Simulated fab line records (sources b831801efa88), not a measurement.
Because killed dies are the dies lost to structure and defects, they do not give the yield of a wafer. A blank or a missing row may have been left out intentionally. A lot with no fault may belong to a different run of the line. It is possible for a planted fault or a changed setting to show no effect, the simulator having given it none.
Which tool is to blame? + flow gf180mcu + 6 lots with 18 wafers sampled at 2 steps, on a route of 602 steps

== WHAT THE GAUGES READ, wafer by wafer ==
GF_HV_LDD_THK_MEAS_55.
| lot  | measured     | on            | HV_LDD_CVD_54_THK (nm) |
|------|--------------|---------------|------------------------|
| L377 | day 13 05:02 | film metro-02 | 9.99 9.99 9.99         |
| L380 | day 13 23:05 | film metro-03 | 9.82 9.71 9.83         |
| L382 | day 14 17:35 | film metro-01 | 10.17 10.08 10.16      |
| L392 | day 18 01:58 | film metro-01 | 9.93 10.02 10.12       |
| L395 | day 19 01:33 | film metro-01 | 10.09 10.08 9.98       |
| L397 | day 19 17:52 | film metro-02 | 10.17 10.29 10.27      |

== WHAT TOOL EACH LOT RAN ON (gives the tool, then ch and the chambers of the sampled wafers, and finally the start) ==
| lot  | GF_HV_LDD_RTA_52                 |
|------|----------------------------------|
| L377 | rtp anneal-02 ch 0, day 13 03:19 |
| L380 | rtp anneal-02 ch 0, day 13 21:53 |
| L382 | rtp anneal-01 ch 0, day 14 16:08 |
| L392 | rtp anneal-01 ch 0, day 18 00:46 |
| L395 | rtp anneal-02 ch 0, day 19 00:21 |
| L397 | rtp anneal-01 ch 0, day 19 16:40 |
- GF_HV_LDD_RTA_52: time 10 s.

== THE ANSWER, worked out from the rows above alone ==
Rule: the lots themselves supply what counts as usual. The widest of any qualifying gaps counts: lots, ordered by their means at a reading, are off when they make up no more than a third of the lots, leave a main group of 4 or more, and stand apart from it by 3 or more times the standard deviation of that group's means. A main group whose means are all the same, to the digits that the tables above print for the reading, isn't used. A lot without any number at a reading at which 4 lots or more have one is off too. The other lots that the step has rows for count as sound.
No lot is off on any of the readings shown, so nothing can be concluded from this.

== WHAT THE SIMULATOR PUT IN ==
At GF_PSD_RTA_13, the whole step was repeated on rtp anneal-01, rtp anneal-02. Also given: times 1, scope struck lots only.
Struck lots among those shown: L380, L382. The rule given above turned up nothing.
